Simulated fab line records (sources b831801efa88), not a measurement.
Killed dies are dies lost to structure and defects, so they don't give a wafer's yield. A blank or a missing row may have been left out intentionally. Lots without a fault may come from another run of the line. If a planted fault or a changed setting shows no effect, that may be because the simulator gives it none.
Which of the tools did it? | flow gf180mcu | 11 lots, 33 wafers sampled, at 5 steps of a route of 602

## WHAT THE GAUGES SHOWED, per wafer
GF_NSD_TW_MEAS_12.
lot  | measured     | on            | NSD_TW
L467 | day 13 23:45 | film_metro-01 | 4203 4195 4194
L468 | day 14 06:44 | film_metro-04 | 4267 4239 4254
L471 | day 15 05:50 | film_metro-02 | 4314 4331 4289
L472 | day 15 08:40 | film_metro-04 | 4277 4278 4266
L473 | day 15 20:09 | film_metro-02 | 4296 4276 4280
L474 | day 16 02:26 | film_metro-02 | 4300 4268 4282
L475 | day 16 07:32 | film_metro-01 | 4178 4164 4173
L476 | day 16 14:29 | film_metro-04 | 4254 4262 4288
L483 | day 19 04:19 | film_metro-04 | 4827 4823 4845
L484 | day 19 13:52 | film_metro-02 | 4899 4867 4869
L485 | day 19 23:32 | film_metro-02 | 4897 4850 4857

GF_PSD_RS_MEAS_14: measures by four-point-probe.
lot  | measured     | on            | NSD_RS (ohm/sq)
L467 | day 14 21:13 | film_metro-04 | 46.24 46.18 46.25
L468 | day 15 04:25 | film_metro-02 | 46.12 46.16 46.16
L471 | day 16 04:17 | film_metro-02 | 45.98 46.03 46.08
L472 | day 16 07:17 | film_metro-02 | 46.17 46.22 46.16
L473 | day 16 18:31 | film_metro-04 | 46.18 46.21 46.14
L474 | day 17 00:43 | film_metro-02 | 46.08 46.04 46.10
L475 | day 17 06:20 | film_metro-02 | 46.18 46.18 46.15
L476 | day 17 13:06 | film_metro-04 | 46.17 46.20 46.20
L483 | day 20 04:48 | film_metro-02 | 25.57 25.57 25.60
L484 | day 20 14:08 | film_metro-01 | 25.54 25.48 25.49
L485 | day 21 00:10 | film_metro-02 | 25.52 25.46 25.58

## EACH LOT AND THE TOOL THAT RAN IT (in order: tool; ch and the chambers of the sampled wafers; start)
lot  | GF_POLY_GATE_STRIP_14                | GF_NSD_IMPLANT_09               | GF_NSD_STRIP_11
L467 | plasma_asher-04 ch 0,1, day 9 15:31  | implanter-04 ch 0, day 13 23:21 | plasma_asher-04 ch 0,1, day 13 23:39
L468 | plasma_asher-03 ch 0,1, day 10 00:23 | implanter-04 ch 0, day 14 06:22 | plasma_asher-01 ch 0,1, day 14 06:38
L471 | plasma_asher-02 ch 0,1, day 10 18:51 | implanter-04 ch 0, day 15 05:26 | plasma_asher-04 ch 0,1, day 15 05:44
L472 | plasma_asher-04 ch 0,1, day 10 23:34 | implanter-01 ch 0, day 15 08:18 | plasma_asher-04 ch 0,1, day 15 08:35
L473 | plasma_asher-04 ch 0,1, day 11 08:58 | implanter-01 ch 0, day 15 19:45 | plasma_asher-01 ch 0,1, day 15 20:03
L474 | plasma_asher-04 ch 0,1, day 11 13:07 | implanter-04 ch 0, day 16 02:02 | plasma_asher-01 ch 0,1, day 16 02:20
L475 | plasma_asher-02 ch 0,1, day 11 17:54 | implanter-01 ch 0, day 16 07:10 | plasma_asher-01 ch 0,1, day 16 07:26
L476 | plasma_asher-03 ch 0,1, day 12 02:02 | implanter-01 ch 0, day 16 14:05 | plasma_asher-01 ch 0,1, day 16 14:23
L483 | plasma_asher-03 ch 0,1, day 14 04:14 | implanter-01 ch 0, day 19 03:55 | plasma_asher-04 ch 0,1, day 19 04:13
L484 | plasma_asher-04 ch 0,1, day 14 11:15 | implanter-03 ch 0, day 19 13:30 | plasma_asher-01 ch 0,1, day 19 13:47
L485 | plasma_asher-02 ch 0,1, day 14 20:37 | implanter-03 ch 0, day 19 23:10 | plasma_asher-01 ch 0,1, day 19 23:26
- GF_POLY_GATE_STRIP_14: strips in O2/N2.
- GF_NSD_IMPLANT_09
- GF_NSD_STRIP_11: strips in O2/N2.

## WHAT THE TOOLS THEMSELVES READ (means of the sampled wafers that have a number; where no wafer has one, the mark that the record gives instead)
GF_POLY_GATE_STRIP_14.
lot  | tool            | drypump_motor_current_A (A) | heater_power_w (W) | oes_product_au (a.u.)
L467 | plasma_asher-04 | 5.75                        | 327                | 0.504
L468 | plasma_asher-03 | 5.56                        | 307                | 0.499
L471 | plasma_asher-02 | 5.82                        | 381                | 0.507
L472 | plasma_asher-04 | 5.96                        | 358                | 0.500
L473 | plasma_asher-04 | 5.73                        | 329                | 0.505
L474 | plasma_asher-04 | 5.74                        | 331                | 0.503
L475 | plasma_asher-02 | 5.81                        | 381                | 0.501
L476 | plasma_asher-03 | 5.56                        | 312                | 0.502
L483 | plasma_asher-03 | 5.57                        | 313                | 0.504
L484 | plasma_asher-04 | 5.99                        | 359                | 0.502
L485 | plasma_asher-02 | 5.80                        | 379                | 0.502

GF_NSD_STRIP_11.
lot  | tool            | drypump_motor_current_A (A) | heater_power_w (W) | oes_product_au (a.u.) | strip_time_to_endpoint_s (s)
L467 | plasma_asher-04 | 6.0                         | 366                | 0.488                 | 22.96
L468 | plasma_asher-01 | 6.1                         | 361                | 0.489                 | 22.99
L471 | plasma_asher-04 | 5.8                         | 327                | 0.486                 | 22.93
L472 | plasma_asher-04 | 6.0                         | 362                | 0.482                 | 22.96
L473 | plasma_asher-01 | 5.9                         | 343                | 0.488                 | 22.96
L474 | plasma_asher-01 | 5.9                         | 339                | 0.488                 | 23.00
L475 | plasma_asher-01 | 5.9                         | 337                | 0.486                 | 22.97
L476 | plasma_asher-01 | 6.1                         | 358                | 0.490                 | 22.98
L483 | plasma_asher-04 | 6.0                         | 362                | 0.446                 | 26.25
L484 | plasma_asher-01 | 6.1                         | 358                | 0.453                 | 26.31
L485 | plasma_asher-01 | 5.9                         | 343                | 0.454                 | 26.39

## THE ANSWER, worked out from the rows above alone
Rule: the lots themselves supply what counts as usual. Put in order of their means at a reading, lots are off if they are a third of the lots or fewer, leave a main group of 4 or more, and stand apart from it by a gap of 3 or more times the standard deviation of the main group's means; of several such gaps the widest counts. A main group is skipped when, at the precision printed for the reading in the tables above, its means are all equal. A lot without any number at a reading at which 4 lots or more have one is off too. Where the step has rows for the other lots, those lots are counted as sound. The gauges are gone through in route order, then the tools' own readings, and for those a lot's mean is taken as printed above. At the first step where some lot is off, the reading lying furthest off is the one used; lots without a number count as furthest.
Off: L483, L484, L485, seen at GF_NSD_TW_MEAS_12 (NSD_TW). The main group: mean 4255, standard deviation 44.
If a tool, at a process step before that reading, ran all the lots that are off and no sound lot after the first of them, it fits. The gauges at GF_NSD_TW_MEAS_12 aren't tried: what is off there is off at GF_NSD_STRIP_11 too, on other tools, and a gauge's error can't cause that. None of those tried fits.

## WHAT THE SIMULATOR PUT IN
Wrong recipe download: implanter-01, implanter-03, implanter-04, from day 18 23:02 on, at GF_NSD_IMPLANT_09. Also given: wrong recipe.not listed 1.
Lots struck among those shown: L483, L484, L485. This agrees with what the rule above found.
